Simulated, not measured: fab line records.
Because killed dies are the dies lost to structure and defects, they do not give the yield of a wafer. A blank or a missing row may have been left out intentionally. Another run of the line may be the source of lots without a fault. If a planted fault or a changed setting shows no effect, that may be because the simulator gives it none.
A struck lot beside a sound one    flow sky130    27 steps out of a route of 708
Sound: the wafers L752.3, L752.5, L752.6. Struck: wafers L756.1, L756.2, L756.6. The cause is named last.
Each step with rows lists, per side, the tool, then ch with its chambers, then its first start. Under that, the readings that differ: sound wafers    struck wafers    difference of the means    sigmas: that difference in standard deviations of wafers without a fault.
alike: readings with means less than 2 such deviations apart, plus words and numbers identical on both sides. not compared: withheld readings, readings lacking a value on some wafer, bounds such as >300 that could conceal the same value, and numbers that have no deviation in the record and whose values overlap.
A row with sigmas, a row that says differs or no value, or rows on one side alone: a step with any of these is where the two part. When numbers do not overlap yet have no deviation, they are printed without sigmas and do not part them. A reading missing from all wafers of one side parts the sides only when that side holds two or more wafers.

SKY_POLY_GATE_ETCH_15: etches BARC in N2/H2, stops on SiO2, time 118.5 s, target depth 110 nm.
  sound on rie_diel-02 ch 0,2,3, day 20 03:28; struck on rie_diel-04 ch 0,1, day 21 11:26
  alike: bias_w, drypump_motor_current_A, oes_product_au, throttle_valve_pct
  not compared: rf_hours_counter_h
SKY_POLY_GATE_ETCH_16: etches Si3N4 in CH3F/O2, stops on poly-Si, time 147.5 s, target depth 75 nm.
  sound on rie_diel-02 ch 0,2,3, day 20 03:33; struck on rie_diel-04 ch 0,1, day 21 11:31
  alike: bias_w, ch3f_flow_sccm, drypump_motor_current_A, oes_product_au, throttle_valve_pct
  not compared: rf_hours_counter_h
SKY_POLY_GATE_ETCH_17: etches poly-Si in HBr/Cl2, stops on SiO2, target depth 180 nm, time 70.5 s.
  sound on rie_si-02 ch 0,1,3, day 20 03:39; struck on rie_si-01 ch 0,2, day 21 11:37
  alike: bias_w, drypump_motor_current_A, oes_product_au, throttle_valve_pct
  not compared: rf_hours_counter_h
SKY_POLY_GATE_STRIP_18: strips in O2/N2.
  sound on plasma_asher-04 ch 0,1, day 20 03:44; struck on plasma_asher-04 ch 0,1, day 21 11:40
  alike: drypump_motor_current_A, oes_product_au, strip_time_to_endpoint_s
  not compared: rf_hours_counter_h
then, 2 steps without rows for these wafers: SKY_POLY_GATE_CLEAN_19 (cleans in SC1/SC2, time 150 s); SKY_POLY_GATE_OXIDATION_20 (stabilise 600 s, purge 300 s, target thk 4 nm).
SKY_POLY_GATE_THK_MEAS_21:
  struck on film_metro-02, day 21 14:08; sound on film_metro-02, day 20 06:14
  alike: POLY_GATE_OXIDATION_THK
SKY_POLY_GATE_CD_MEAS_22:
  struck on cd_sem-02, day 21 14:11; sound on cd_sem-01, day 20 06:20
  alike: cd_nm
then, 4 steps without rows for these wafers: SKY_LDD_N_DEHYDRATE_00 (time 60 s); SKY_LDD_N_HMDS_01 (prime time 60 s); SKY_LDD_N_COAT_02 (resist thk 300 nm); SKY_LDD_N_SOFTBAKE_03 (time 60 s).
SKY_LDD_N_EXPOSE_04: exposes mask NTM, target cd 840 nm.
  sound on iline_stepper-01 ch 0, day 20 21:17; struck on iline_stepper-01 ch 0, day 22 05:13
reading  sound              struck                difference  sigmas
mask     NTM#0 NTM#0 NTM#0  PSDM#0 PSDM#0 PSDM#0  differs     
  alike: focus_offset_nm
then, 2 steps without rows for these wafers: SKY_LDD_N_PEB_05; SKY_LDD_N_DEVELOP_06 (develop time 60 s).
SKY_LDD_N_OVL_MEAS_07:
  struck on overlay-01, day 22 20:38; sound on overlay-01, day 21 12:54
reading         sound           struck  difference                     sigmas
LDD_N_OVL (nm)  -1.3 -2.0 -0.3  - - -   no value on the struck wafers  
then, 8 steps without rows for these wafers: SKY_LDD_N_IMPLANT_08; SKY_LDD_N_IMPLANT_09; SKY_LDD_N_IMPLANT_10; SKY_LDD_N_IMPLANT_11; SKY_LDD_N_IMPLANT_12; SKY_LDD_N_IMPLANT_13; SKY_LDD_N_IMPLANT_14; SKY_LDD_N_IMPLANT_15.
SKY_LDD_N_STRIP_16: strips in O2/N2.
  sound on plasma_asher-01 ch 0,1, day 21 14:10; struck on plasma_asher-03 ch 0,1, day 22 21:53
reading                       sound              struck             difference  sigmas
strip_time_to_endpoint_s (s)  4.285 4.292 4.298  4.342 4.315 4.325  +0.036      +2
  alike: drypump_motor_current_A, oes_product_au
  not compared: rf_hours_counter_h
SKY_LDD_N_TW_MEAS_17:
  struck on film_metro-04, day 22 22:14; sound on film_metro-01, day 21 14:15
reading   sound           struck    difference  sigmas
LDD_N_TW  2548 2545 2549  31 31 31  -2516       -57
  not compared: hold
SKY_PAD_OPEN_PROBE_99:
  the record has rows for the sound wafers here (prober-02, day 48 07:28) and none for the struck ones

WHERE THEY PART
Earliest at SKY_LDD_N_EXPOSE_04; latest, in this record, at SKY_PAD_OPEN_PROBE_99.

WHY: the cause the simulator had injected
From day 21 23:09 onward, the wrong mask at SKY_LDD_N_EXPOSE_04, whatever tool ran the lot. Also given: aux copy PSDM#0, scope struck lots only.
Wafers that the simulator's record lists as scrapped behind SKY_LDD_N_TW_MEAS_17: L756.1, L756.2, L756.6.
